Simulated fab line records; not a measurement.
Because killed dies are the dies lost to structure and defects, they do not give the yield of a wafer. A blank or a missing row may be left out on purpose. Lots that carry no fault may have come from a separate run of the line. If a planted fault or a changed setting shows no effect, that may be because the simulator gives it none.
fab line records | flow sky130
record lots=7 wafers=21 last-day=50
route steps=708 shown VT_ADJUST_NCORE@128 VT_ADJUST_HVTR@131 VT_ADJUST_PCH@143 PAD_OPEN@708
lots with no fault: from the same line, run without faults
start-h: the number of hours between the record's first day and the start of the first shown wafer of the lot | wait-h: how many hours have passed since the lot's step before this one | " identical to the entry in the row above | L1.1+2: a row that stands for several wafers | - value missing, or start not given | * or withheld: withheld | < > ~ a bound
route shown NAME@n: names a module that has steps shown in the file, with the first one's number in the route | usual: mean and standard deviation over wafers with no fault | same: alike in all rows | chamber/n: place in a boat | sites: the reading at each site | _std_site: the values' standard deviation | _edge_site: inner sites' mean taken away from outer sites' mean | radius-mm: how far each site lies from the wafer's centre | mask NAME#n: copy n | behind: the most recent tool/chamber to have shaped the wafer | hold: what put the lot on hold/how long, in hours/how the hold closed | device: which transistor (n, p or np) failed to switch | end of line: at the end of the route, the tests of the same wafers | for a step that has no rows: nothing shown but its recipe | killed: count of dies lost to structure and defects at first sort (not the wafer's yield) | map: the dies of a wafer, with x for killed, . for not killed, _ for no die there
set.NAME: the setting that was run; set.NAME@STEP: the one run at that earlier step | model.NAME: the simulator's own value behind a step, which no gauge read
lots at some steps of the route; a table a step, a row a wafer
services: a tool's chamber out of use, with start hour (start-h, from the record's first day; less than 0 if before it), hours out, and reason
## steps
# step SKY_VT_ADJUST_NCORE_IMPLANT_09
# recipe species=B energy-kev=10 dose-cm2=2.4e+12 tilt-deg=withheld
# step SKY_VT_ADJUST_NCORE_STRIP_10
# recipe chemistry=O2/N2 power-w=1400 pressure-mtorr=1500 platen-temp-c=withheld o2-flow-sccm=3000 n2-flow-sccm=300 overash-fraction=0.5
# usual drypump-motor-current-A=5.65/0.28 o2-flow-sccm=3000/10 oes-product-au=0.716/0.0048 strip-time-to-endpoint-s=14.19/0.043
# columns lot.wafer tool chamber start-h wait-h drypump-motor-current-A o2-flow-sccm oes-product-au rf-hours-counter-h strip-time-to-endpoint-s
L773.1 plasma-asher-03 1 232.63 0.1 5.84 3000 0.722 54 14.22
L773.3 " 1 " " 5.83 2994 0.721 - 14.23
L773.5 " 0 " " 5.43 2993 0.714 - 14.21
L774.1 plasma-asher-04 0 244.08 0.1 5.71 3002 0.718 11 14.24
L774.3 " 1 " " 5.33 2990 0.713 - 14.17
L774.5 " 1 " " 5.31 2988 0.718 - 14.24
L778.1 plasma-asher-03 1 253.79 0.1 5.85 3007 0.714 56 14.22
L778.4 " 0 " " 5.42 3001 0.712 - 14.16
L778.5 " 1 " " 5.82 2987 0.711 - 14.22
L780.1 plasma-asher-04 0 258.83 0.1 5.69 3010 0.721 13 14.29
L780.2 " 1 " " 5.31 3027 0.722 13 14.27
L780.6 " 1 " " 5.31 3013 0.717 - 14.21
L782.1 plasma-asher-04 0 278.59 0.1 5.69 3014 0.720 15 14.26
L782.4 " 1 " " 5.32 3011 0.722 - 14.21
L782.5 " 0 " " 5.70 3001 0.723 - 14.27
L783.1 plasma-asher-03 0 291.63 0.1 5.38 3011 0.709 60 14.18
L783.2 " 1 " " 5.83 3005 0.719 60 14.20
L783.4 " 1 " " 5.83 2998 0.726 - 14.18
L790.1 plasma-asher-01 0 343.94 0.1 6.29 2992 0.720 50 14.21
L790.2 " 1 " " 5.81 3000 0.721 50 14.18
L790.3 " 1 " " 5.81 2992 0.711 - 14.17
# step SKY_VT_ADJUST_NCORE_TW_MEAS_11
# usual VT_ADJUST_NCORE_TW=220.2/1.5
# columns lot.wafer tool chamber start-h wait-h VT_ADJUST_NCORE_TW
L773.1 film-metro-04 - 232.73 0.1 220.9
L773.3 " - " " 222.2
L773.5 " - " " 221.8
L774.1 film-metro-04 - 244.18 0.1 222.0
L774.3 " - " " 220.1
L774.5 " - " " 220.4
L778.1 film-metro-02 - 253.89 0.1 217.2
L778.4 " - " " 217.2
L778.5 " - " " 216.3
L780.1 film-metro-02 - 258.93 0.1 218.4
L780.2 " - " " 218.0
L780.6 " - " " 218.5
L782.1 film-metro-01 - 278.69 0.1 218.5
L782.4 " - " " 218.5
L782.5 " - " " 218.4
L783.1 film-metro-04 - 291.73 0.1 220.2
L783.2 " - " " 219.3
L783.4 " - " " 220.0
L790.1 film-metro-02 - 344.04 0.1 218.7
L790.2 " - " " 218.7
L790.3 " - " " 218.3
# step SKY_VT_ADJUST_HVTR_DEHYDRATE_00
# recipe temp-c=200 time-s=60
# step SKY_VT_ADJUST_HVTR_HMDS_01
# recipe prime-time-s=60 prime-temp-c=120
# step SKY_VT_ADJUST_HVTR_COAT_02
# recipe resist=NOVOLAK spin-rpm=3000 resist-thk-nm=1140
# step SKY_VT_ADJUST_HVTR_SOFTBAKE_03
# recipe temp-c=90 time-s=60 resist=NOVOLAK
# step SKY_VT_ADJUST_HVTR_EXPOSE_04
# recipe mask-id=HVTRM target-cd-nm=380 na=0.6 source-shape=conventional sigma-outer=0.6 dose-mj=150
# step SKY_VT_ADJUST_HVTR_PEB_05
# recipe temp-c=withheld time-s=* resist=NOVOLAK
# step SKY_VT_ADJUST_HVTR_DEVELOP_06
# recipe develop-time-s=60 dev-temp-c=23
# step SKY_VT_ADJUST_HVTR_CD_MEAS_07
# recipe target-cd-nm=380
# usual cd-nm=379.9/2.9
# columns lot.wafer tool chamber start-h wait-h cd-nm
L773.1 cd-sem-02 - 255.74 0.1 379.3
L773.3 " - " " 379.3
L773.5 " - " " 377.2
L774.1 cd-sem-01 - 267.92 0.1 380.0
L774.3 " - " " 381.7
L774.5 " - " " 383.1
L778.1 cd-sem-02 - 279.67 0.1 377.3
L778.4 " - " " 380.0
L778.5 " - " " 377.1
L780.1 cd-sem-01 - 284.09 0.1 373.5
L780.2 " - " " 376.5
L780.6 " - " " 376.1
L782.1 cd-sem-01 - 304.72 0.1 379.2
L782.4 " - " " 377.3
L782.5 " - " " 379.1
L783.1 cd-sem-01 - 317.87 0.1 379.4
L783.2 " - " " 379.5
L783.4 " - " " 381.6
L790.1 cd-sem-01 - 371.93 0.1 375.6
L790.2 " - " " 374.1
L790.3 " - " " 376.3
# step SKY_VT_ADJUST_HVTR_OVL_MEAS_08
# usual VT_ADJUST_HVTR_OVL=-1.4/1.3
# columns lot.wafer tool chamber start-h wait-h VT_ADJUST_HVTR_OVL[nm]
L773.1 overlay-02 - 255.86 0.1 0.7
L773.3 " - " " -0.6
L773.5 " - " " -0.1
L774.1 overlay-02 - 268.04 0.1 -1.4
L774.3 " - " " -2.6
L774.5 " - " " -1.1
L778.1 overlay-01 - 279.79 0.1 -1.8
L778.4 " - " " -2.3
L778.5 " - " " -2.7
L780.1 overlay-01 - 284.21 0.1 -3.5
L780.2 " - " " -3.0
L780.6 " - " " -3.6
L782.1 overlay-02 - 304.84 0.1 -4.3
L782.4 " - " " -1.9
L782.5 " - " " -2.1
L783.1 overlay-01 - 317.99 0.1 -1.3
L783.2 " - " " -0.1
L783.4 " - " " -0.6
L790.1 overlay-01 - 372.05 0.1 0.8
L790.2 " - " " -0.3
L790.3 " - " " 0.4
# step SKY_VT_ADJUST_HVTR_IMPLANT_09
# recipe species=B energy-kev=10 dose-cm2=2.1e+12 tilt-deg=withheld
# usual dose-ions-cm2=2.1001e+12/2.2e+09 faraday-current-uA=11.84/0.23
# columns lot.wafer tool chamber start-h wait-h dose-ions-cm2 faraday-current-uA
L773.1 implanter-03 0 255.89 0.0 2.1003e+12 11.70
L773.3 " 0 " " 2.1052e+12 12.00
L773.5 " 0 " " 2.099e+12 11.79
L774.1 implanter-02 0 268.08 0.0 2.0995e+12 12.00
L774.3 " 0 " " 2.1022e+12 11.84
L774.5 " 0 " " 2.0995e+12 11.62
L778.1 implanter-02 0 279.83 0.0 1.3833e+12 7.78
L778.4 " 0 " " 1.3813e+12 7.71
L778.5 " 0 " " 1.3822e+12 7.85
L780.1 implanter-02 0 284.24 0.0 1.3832e+12 7.63
L780.2 " 0 " " 1.378e+12 7.64
L780.6 " 0 " " 1.3843e+12 7.69
L782.1 implanter-02 0 304.92 0.1 1.3839e+12 7.90
L782.4 " 0 " " 1.3818e+12 7.59
L782.5 " 0 " " 1.3825e+12 7.76
L783.1 implanter-04 0 318.03 0.0 2.1005e+12 12.14
L783.2 " 0 " " 2.0998e+12 11.98
L783.4 " 0 " " 2.1012e+12 12.19
L790.1 implanter-04 0 372.09 0.0 2.101e+12 12.05
L790.2 " 0 " " 2.0984e+12 11.60
L790.3 " 0 " " 2.1014e+12 12.34
# step SKY_VT_ADJUST_HVTR_STRIP_10
# recipe chemistry=O2/N2 power-w=1400 pressure-mtorr=1500 platen-temp-c=withheld o2-flow-sccm=3000 n2-flow-sccm=300 overash-fraction=0.5
# usual drypump-motor-current-A=5.79/0.21 o2-flow-sccm=3000/8.7 oes-product-au=0.716/0.0051 strip-time-to-endpoint-s=14.17/0.044
# columns lot.wafer tool chamber start-h wait-h drypump-motor-current-A o2-flow-sccm oes-product-au rf-hours-counter-h strip-time-to-endpoint-s
L773.1 plasma-asher-02 1 256.04 0.1 5.74 3012 0.716 53 14.15
L773.3 " 0 " " 5.91 3012 0.723 - 14.14
L773.5 " 1 " " 5.74 3020 0.710 - 14.11
L774.1 plasma-asher-02 1 268.23 0.1 5.71 2993 0.711 55 14.19
L774.3 " 0 " " 5.89 3001 0.712 - 14.16
L774.5 " 1 " " 5.71 3022 0.717 - 14.15
L778.1 plasma-asher-02 1 279.98 0.1 5.74 2990 0.707 57 14.19
L778.4 " 0 " " 5.91 2997 0.720 - 14.16
L778.5 " 1 " " 5.73 3000 0.713 - 14.22
L780.1 plasma-asher-01 1 284.39 0.1 5.80 2985 0.717 44 14.17
L780.2 " 0 " " 6.31 3004 0.712 44 14.24
L780.6 " 1 " " 5.80 2986 0.718 - 14.20
L782.1 plasma-asher-03 0 305.07 0.1 5.42 2999 0.723 61 14.20
L782.4 " 1 " " 5.86 3003 0.719 - 14.21
L782.5 " 1 " " 5.85 3010 0.720 - 14.19
L783.1 plasma-asher-02 1 318.18 0.1 5.73 2990 0.718 61 14.06
L783.2 " 0 " " 5.90 3003 0.705 61 14.11
L783.4 " 0 " " 5.88 2987 0.722 - 14.11
L790.1 plasma-asher-03 0 372.24 0.1 5.41 3014 0.704 69 14.17
L790.2 " 1 " " 5.82 2998 0.720 69 14.19
L790.3 " 0 " " 5.42 3012 0.709 - 14.19
# step SKY_VT_ADJUST_HVTR_TW_MEAS_11
# usual VT_ADJUST_HVTR_TW=210.4/1.3
# columns lot.wafer tool chamber start-h wait-h VT_ADJUST_HVTR_TW
L773.1 film-metro-03 - 256.14 0.1 208.9
L773.3 " - " " 209.7
L773.5 " - " " 209.2
L774.1 film-metro-02 - 268.33 0.1 210.2
L774.3 " - " " 209.5
L774.5 " - " " 208.8
L778.1 film-metro-03 - 280.08 0.1 188.1
L778.4 " - " " 186.9
L778.5 " - " " 186.9
L780.1 film-metro-02 - 284.49 0.1 186.2
L780.2 " - " " 187.8
L780.6 " - " " 187.5
L782.1 film-metro-02 - 305.17 0.1 188.0
L782.4 " - " " 186.6
L782.5 " - " " 186.9
L783.1 film-metro-01 - 318.28 0.1 212.3
L783.2 " - " " 212.8
L783.4 " - " " 212.2
L790.1 film-metro-02 - 372.34 0.1 211.0
L790.2 " - " " 210.5
L790.3 " - " " 210.0
# step SKY_VT_ADJUST_PCH_DEHYDRATE_00
# recipe temp-c=200 time-s=60
# step SKY_PAD_OPEN_PROBE_99
# usual killed_at_M0_to_M3=42/6.2 killed_at_M4_up=3.0/1.8 killed-at-contacts=25/5.9 killed-at-front-end=15/4.5 killed-at-other=0.2/0.45 killed-dies=85/9.9 killed-open=47/6.7 killed-short=39/6.4
# same gross-dies=492 killed-at-back-side=0
# columns lot.wafer tool chamber start-h wait-h killed_at_M0_to_M3 killed_at_M4_up killed-at-contacts killed-at-front-end killed-at-other killed-dies killed-open killed-short
L774.1 prober-01 - 1133.40 0.1 39 3 16 12 0 70 34 36
L774.3 prober-01 - 1133.50 0.2 41 1 26 10 0 78 42 36
L774.5 prober-01 - 1133.60 0.2 38 2 20 19 0 79 43 36
L782.1 prober-01 - 1157.35 0.1 45 1 22 12 2 82 50 32
L782.4 prober-01 - 1157.50 0.2 38 4 18 12 0 72 37 35
L782.5 prober-01 - 1157.55 0.2 34 6 23 16 0 79 44 35
L783.1 prober-02 - 1176.78 0.1 43 1 28 13 0 85 42 43
L783.2 prober-02 - 1176.83 0.1 47 3 30 9 0 89 50 39
L783.4 prober-02 - 1176.93 0.2 33 4 25 7 0 69 43 26
# killed by level:class
L774.1 VIA1:geometric-particle:open=12 CONTACT:geometric-particle:open=7 METAL1:geometric-particle:short=7 METAL2:geometric-particle:short=7 LI_CONTACT:geometric-particle:open=5 FIELD_ISO:geometric-particle:short=4 POLY_GATE:geometric-particle:short=3 VIA1:geometric-particle:short=3
L774.3 CONTACT:geometric-particle:open=12 METAL1:geometric-particle:short=7 METAL2:geometric-particle:short=7 LI_CONTACT:geometric-particle:open=6 VIA1:geometric-particle:open=6 VIA1:geometric-particle:short=5 VIA2:geometric-particle:open=5 VIA3:geometric-particle:open=4
L774.5 VIA3:geometric-particle:open=10 LI_CONTACT:geometric-particle:open=7 CONTACT:geometric-particle:open=7 METAL2:geometric-particle:short=7 FIELD_ISO:geometric-particle:short=5 FIELD_ISO:geometric-particle:open=4 VIA2:geometric-particle:open=4 VIA2:geometric-particle:short=4
L782.1 CONTACT:geometric-particle:open=11 VIA2:geometric-particle:open=10 METAL2:geometric-particle:short=9 LI_CONTACT:geometric-particle:open=5 VIA1:geometric-particle:open=5 POLY_GATE:geometric-particle:open=4 VIA3:geometric-particle:open=4 VIA1:geometric-particle:short=4
L782.4 VIA1:geometric-particle:open=7 LI_CONTACT:geometric-particle:open=6 VIA3:geometric-particle:open=5 VIA1:geometric-particle:short=4 METAL2:geometric-particle:short=4 VIA2:geometric-particle:open=4 FIELD_ISO:geometric-particle:short=3 FIELD_ISO:geometric-particle:open=3
L782.5 VIA1:geometric-particle:open=9 CONTACT:geometric-particle:open=8 LI_CONTACT:geometric-particle:open=6 CONTACT:geometric-particle:short=6 VIA3:geometric-particle:open=5 METAL4:geometric-particle:short=5 POLY_GATE:geometric-particle:short=4 VIA2:geometric-particle:open=4
L783.1 VIA1:geometric-particle:open=9 METAL1:geometric-particle:short=8 LI_CONTACT:geometric-particle:open=7 VIA2:geometric-particle:open=6 LOCAL_INTERCONNECT:geometric-particle:short=6 CONTACT:geometric-particle:short=6 VIA3:geometric-particle:open=5 CONTACT:geometric-particle:open=5
L783.2 VIA2:geometric-particle:open=12 CONTACT:geometric-particle:open=12 LI_CONTACT:geometric-particle:open=7 CONTACT:geometric-particle:short=6 METAL2:geometric-particle:short=6 VIA3:geometric-particle:open=5 VIA2:geometric-particle:short=4 VIA1:geometric-particle:short=4
L783.4 CONTACT:geometric-particle:open=12 VIA1:geometric-particle:open=7 CONTACT:geometric-particle:short=5 VIA2:geometric-particle:open=5 LI_CONTACT:geometric-particle:open=4 VIA1:geometric-particle:short=4 VIA3:geometric-particle:short=4 VIA3:geometric-particle:open=4
## services
# columns tool chamber start-h hours kind
plasma-asher-03 - 214.92 2.8 pm
plasma-asher-01 - 236.45 2.8 pm
implanter-04 - 238.38 3.9 pm
plasma-asher-03 - 244.61 1.2 repair
plasma-asher-01 - 251.44 28.1 pm
implanter-04 - 254.29 1.2 repair
plasma-asher-04 - 260.87 4.3 pm
implanter-03 - 276.29 2.5 repair
plasma-asher-03 - 276.84 5.9 pm
implanter-03 - 303.25 2.5 repair
implanter-04 - 304.10 2.4 repair
plasma-asher-01 - 305.11 4.3 pm
plasma-asher-04 - 326.17 12.9 pm
implanter-04 - 335.15 6.5 repair
plasma-asher-01 - 348.79 0.6 repair
implanter-03 - 358.21 4.3 pm
## key
first-sign step=SKY_VT_ADJUST_HVTR_IMPLANT_09 reading=dose-ions-cm2 direction=down sigmas=99+ usual=* struck=*
effect step=SKY_VT_ADJUST_HVTR_IMPLANT_09 reading=faraday-current-uA direction=down sigmas=18 usual=11.84 struck=7.73
effect step=SKY_VT_ADJUST_HVTR_TW_MEAS_11 reading=VT_ADJUST_HVTR_TW direction=down sigmas=18 usual=210.4 struck=187.2
met-at SKY_VT_ADJUST_HVTR_IMPLANT_09
struck-wafers L778.1,L778.4,L778.5,L780.1,L780.2,L780.6,L782.1,L782.4,L782.5
rows-end L778.1,L778.4,L778.5,L780.1,L780.2,L780.6
tester-left-out L782
onset-between 268.08 279.83
fault kind=process-parameter-drift tool=implanter-02 chamber=- onset-h=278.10 steps=SKY_VT_ADJUST_HVTR_IMPLANT_09 channel=dose-cm2 offset=* shape=step end-h=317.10 acts-in=* stated=*
# tester-left-out: of these lots the tester's yield and bins aren't shown, on N5 and GAA mostly nor the transistor test; their killed dies are dies lost to structure and defects alone, not to doping, threshold or leakage, so they don't give the yield
# rows-end: these wafers met a further fault down the route, and their rows from its step on are left out
